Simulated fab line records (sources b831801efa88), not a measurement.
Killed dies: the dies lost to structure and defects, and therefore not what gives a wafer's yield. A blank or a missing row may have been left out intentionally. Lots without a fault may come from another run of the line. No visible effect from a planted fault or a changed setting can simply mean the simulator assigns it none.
Matching of chambers + flow sky130 + cmp-01 running SKY_VIA2_CMP_02: 4 sister chambers
The step polishes SiO2. 16 wafers are shown with their chamber, then 8 later ones without.

## WAFERS WITH THEIR CHAMBER
| wafer  | chamber | motor-current-A (A) | platen-rpm (rpm) |
|--------|---------|---------------------|------------------|
| L571.2 | 1       | 11.9                | 60.05            |
| L571.3 | 0       | 14.7                | 60.00            |
| L571.6 | 0       | 14.6                | 60.03            |
| L572.2 | 0       | 14.5                | 60.01            |
| L572.3 | 2       | 12.2                | 60.04            |
| L572.5 | 3       | 13.1                | 60.02            |
| L574.2 | 2       | 11.7                | 59.99            |
| L574.4 | 0       | 14.6                | 60.02            |
| L574.6 | 1       | 11.0                | 59.99            |
| L575.3 | 0       | 15.1                | 59.99            |
| L575.4 | 3       | 12.8                | 60.01            |
| L575.6 | 1       | 11.4                | 60.05            |
| L576.1 | 1       | 11.1                | 60.02            |
| L576.3 | 0       | 14.6                | 60.00            |
| L576.4 | 2       | 11.6                | 60.05            |
| L577.1 | 3       | 12.9                | 60.05            |

SIGNATURES (means of the wafers above)
| reading         | chamber 0 | chamber 1 | chamber 2 | chamber 3 | scatter within a chamber |
|-----------------|-----------|-----------|-----------|-----------|--------------------------|
| motor-current-A | 14.683    | 11.350    | 11.833    | 12.933    | 0.285                    |
| platen-rpm      | 60.0083   | 60.0275   | 60.0267   | 60.0267   | 0.0233                   |
Rule: for each reading, subtract the chamber's mean from the wafer's reading, divide by that reading's scatter and square the result; add these up over the readings and take the root, which gives the wafer's distance from the chamber. The wafer belongs to the nearest chamber; if the next one is less than 2 further off, it can't be placed. The scatter is the square root of a quotient: the sum, over the shown wafers, of each reading's squared deviation from its chamber's mean, divided by wafers minus chambers.

## WAFERS WHOSE CHAMBER IS MISSING
| wafer  | motor-current-A (A) | platen-rpm (rpm) |
|--------|---------------------|------------------|
| L577.3 | 14.9                | 60.01            |
| L577.5 | 12.3                | 59.98            |
| L588.1 | 14.5                | 60.01            |
| L588.5 | 12.3                | 59.93            |
| L588.6 | 12.9                | 59.95            |
| L590.2 | 12.5                | 60.02            |
| L590.4 | 11.5                | 60.04            |
| L590.5 | 11.2                | 60.04            |

## WHICH CHAMBER EACH WENT THROUGH
| wafer  | from the rows above          | in truth |
|--------|------------------------------|----------|
| L577.3 | 0                            | 0        |
| L577.5 | can't be placed: 2 or 3 or 1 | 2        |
| L588.1 | 0                            | 0        |
| L588.5 | can't be placed: 2 or 3 or 1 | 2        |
| L588.6 | can't be placed: 3 or 2      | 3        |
| L590.2 | can't be placed: 3 or 2      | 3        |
| L590.4 | can't be placed: 1 or 2      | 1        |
| L590.5 | can't be placed: 1 or 2      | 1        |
Correctly placed: 2 of 8. Unplaceable from these rows: 6, with the true chamber sitting among the candidates in 6. 0 placed wrongly.
